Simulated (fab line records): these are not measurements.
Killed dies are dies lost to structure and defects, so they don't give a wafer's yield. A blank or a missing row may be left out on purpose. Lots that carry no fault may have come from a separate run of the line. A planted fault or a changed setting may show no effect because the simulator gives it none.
Matching of chambers :: flow sky130 :: 3 sister chambers for SKY_VIA1_ETCH_14 on rieDiel-03
The step etches BARC in N2/H2, stops on SiO2, time 45.9 s, target depth 60 nm. 18 wafers are shown with their chamber, then 7 later ones without.

## EACH WAFER AND ITS CHAMBER
wafer: L074.1
chamber: 0
drypumpMotorCurrentA (A): 5.5
rfFwdPowerW (W): 494.1
oesProductAu (a.u.): 0.850

wafer: L074.2
chamber: 2
drypumpMotorCurrentA (A): 5.7
rfFwdPowerW (W): 494.1
oesProductAu (a.u.): 0.859

wafer: L074.3
chamber: 1
drypumpMotorCurrentA (A): 5.3
rfFwdPowerW (W): 495.4
oesProductAu (a.u.): 0.856

wafer: L075.2
chamber: 0
drypumpMotorCurrentA (A): 5.5
rfFwdPowerW (W): 494.7
oesProductAu (a.u.): 0.859

wafer: L075.3
chamber: 1
drypumpMotorCurrentA (A): 5.3
rfFwdPowerW (W): 495.6
oesProductAu (a.u.): 0.859

wafer: L075.6
chamber: 2
drypumpMotorCurrentA (A): 5.6
rfFwdPowerW (W): 490.2
oesProductAu (a.u.): 0.853

wafer: L077.1
chamber: 1
drypumpMotorCurrentA (A): 5.2
rfFwdPowerW (W): 496.3
oesProductAu (a.u.): 0.857

wafer: L077.4
chamber: 1
drypumpMotorCurrentA (A): 5.2
rfFwdPowerW (W): 495.2
oesProductAu (a.u.): 0.852

wafer: L077.5
chamber: 0
drypumpMotorCurrentA (A): 5.5
rfFwdPowerW (W): 493.2
oesProductAu (a.u.): 0.859

wafer: L079.3
chamber: 1
drypumpMotorCurrentA (A): 5.3
rfFwdPowerW (W): 495.6
oesProductAu (a.u.): 0.849

wafer: L079.4
chamber: 1
drypumpMotorCurrentA (A): 5.3
rfFwdPowerW (W): 493.8
oesProductAu (a.u.): 0.858

wafer: L079.5
chamber: 2
drypumpMotorCurrentA (A): 5.7
rfFwdPowerW (W): 492.4
oesProductAu (a.u.): 0.860

wafer: L082.2
chamber: 2
drypumpMotorCurrentA (A): 5.7
rfFwdPowerW (W): 488.7
oesProductAu (a.u.): 0.854

wafer: L082.4
chamber: 1
drypumpMotorCurrentA (A): 5.3
rfFwdPowerW (W): 493.3
oesProductAu (a.u.): 0.855

wafer: L082.5
chamber: 2
drypumpMotorCurrentA (A): 5.7
rfFwdPowerW (W): 492.2
oesProductAu (a.u.): 0.857

wafer: L084.3
chamber: 2
drypumpMotorCurrentA (A): 5.6
rfFwdPowerW (W): 491.8
oesProductAu (a.u.): 0.848

wafer: L084.4
chamber: 1
drypumpMotorCurrentA (A): 5.2
rfFwdPowerW (W): 498.1
oesProductAu (a.u.): 0.863

wafer: L084.6
chamber: 2
drypumpMotorCurrentA (A): 5.6
rfFwdPowerW (W): 490.9
oesProductAu (a.u.): 0.846

SIGNATURES (averages over the wafers above)
reading: drypumpMotorCurrentA
chamber 0: 5.500
chamber 1: 5.263
chamber 2: 5.657
scatter within a chamber: 0.0489

reading: rfFwdPowerW
chamber 0: 494.000
chamber 1: 495.413
chamber 2: 491.471
scatter within a chamber: 1.51

reading: oesProductAu
chamber 0: 0.85600
chamber 1: 0.85613
chamber 2: 0.85386
scatter within a chamber: 0.00486
Rule: for a wafer and a chamber, the distance is found by dividing, reading by reading, the gap between the wafer's reading and the chamber's mean by the reading's scatter, squaring, summing and taking the root. If the next closest chamber is less than 2 further off than the closest, the wafer can't be placed; otherwise it belongs to the closest. The scatter: take each reading less its chamber's mean, square it, sum over the shown wafers, divide by the number of wafers less the number of chambers, and take the root.

## WAFERS WITHOUT THEIR CHAMBER
wafer: L091.3
drypumpMotorCurrentA (A): 5.7
rfFwdPowerW (W): 493.2
oesProductAu (a.u.): 0.853

wafer: L091.6
drypumpMotorCurrentA (A): 5.2
rfFwdPowerW (W): 496.9
oesProductAu (a.u.): 0.847

wafer: L092.3
drypumpMotorCurrentA (A): 5.5
rfFwdPowerW (W): 493.9
oesProductAu (a.u.): 0.859

wafer: L092.4
drypumpMotorCurrentA (A): 5.6
rfFwdPowerW (W): 491.4
oesProductAu (a.u.): 0.857

wafer: L092.6
drypumpMotorCurrentA (A): 5.3
rfFwdPowerW (W): 495.6
oesProductAu (a.u.): 0.857

wafer: L097.2
drypumpMotorCurrentA (A): 5.2
rfFwdPowerW (W): 495.0
oesProductAu (a.u.): 0.852

wafer: L097.4
drypumpMotorCurrentA (A): 5.5
rfFwdPowerW (W): 490.0
oesProductAu (a.u.): 0.867

## EACH ONE'S CHAMBER
wafer: L091.3
from the rows above: 2
in truth: 2

wafer: L091.6
from the rows above: 1
in truth: 1

wafer: L092.3
from the rows above: 0
in truth: 0

wafer: L092.4
from the rows above: can't be placed: 2 or 0
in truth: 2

wafer: L092.6
from the rows above: 1
in truth: 1

wafer: L097.2
from the rows above: 1
in truth: 1

wafer: L097.4
from the rows above: can't be placed: 0 or 2
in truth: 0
Correctly placed: 5 of 7. Not placeable from these rows: 2 (in 2, the candidates include the true chamber). 0 placed wrongly.
